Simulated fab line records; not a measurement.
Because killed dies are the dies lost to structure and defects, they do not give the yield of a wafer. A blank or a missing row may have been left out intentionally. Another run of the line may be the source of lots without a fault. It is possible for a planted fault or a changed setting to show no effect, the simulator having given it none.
Matching of chambers	flow gf180mcu	GF_V1_CMP_26 on cmp-01 has 4 sister chambers
The step polishes, stops on SiO2, t overpolish 15 s, target thk 0 nm. 4 wafers are shown with their chamber, then 12 later ones without.

EACH WAFER AND ITS CHAMBER
wafer	chamber	motor-current-A (A)
L086.1	1	10.8
L086.3	0	10.8
L087.1	3	12.2
L087.6	2	10.7

WAFERS WITHOUT THEIR CHAMBER
wafer	motor-current-A (A)
L090.1	11.4
L090.2	10.9
L090.6	11.1
L091.3	10.2
L091.4	10.6
L091.6	10.7
L092.1	10.6
L092.3	11.1
L092.5	11.1
L094.2	10.9
L094.4	11.8
L094.6	12.1

CHAMBER TAKEN BY EACH
wafer	from the rows above	in truth
L090.1	can't be placed: 0 or 1 or 2 or 3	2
L090.2	can't be placed: 0 or 1 or 2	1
L090.6	can't be placed: 0 or 1 or 2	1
L091.3	can't be placed: 2 or 0 or 1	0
L091.4	can't be placed: 2 or 0 or 1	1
L091.6	can't be placed: 2 or 0 or 1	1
L092.1	can't be placed: 2 or 0 or 1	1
L092.3	can't be placed: 0 or 1 or 2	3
L092.5	can't be placed: 0 or 1 or 2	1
L094.2	can't be placed: 0 or 1 or 2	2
L094.4	can't be placed: 3 or 0 or 1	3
L094.6	3	3
Correct placement for 1 of the 12. Not placeable from these rows: 11 (in 10, the candidates include the true chamber). Number placed wrongly: 0.
How it was worked out, from the rows above alone: a wafer's distance from a chamber is the root of the sum, over the readings, of the square of ((its reading less the chamber's mean) divided by the reading's scatter). The wafer belongs to the nearest chamber; if the next one is less than 2 further off, it can't be placed. The mean given for a chamber averages the wafers shown for that chamber. The scatter: root of mean squared gap, hidden wafer to nearest shown wafer, with one shown wafer a chamber.
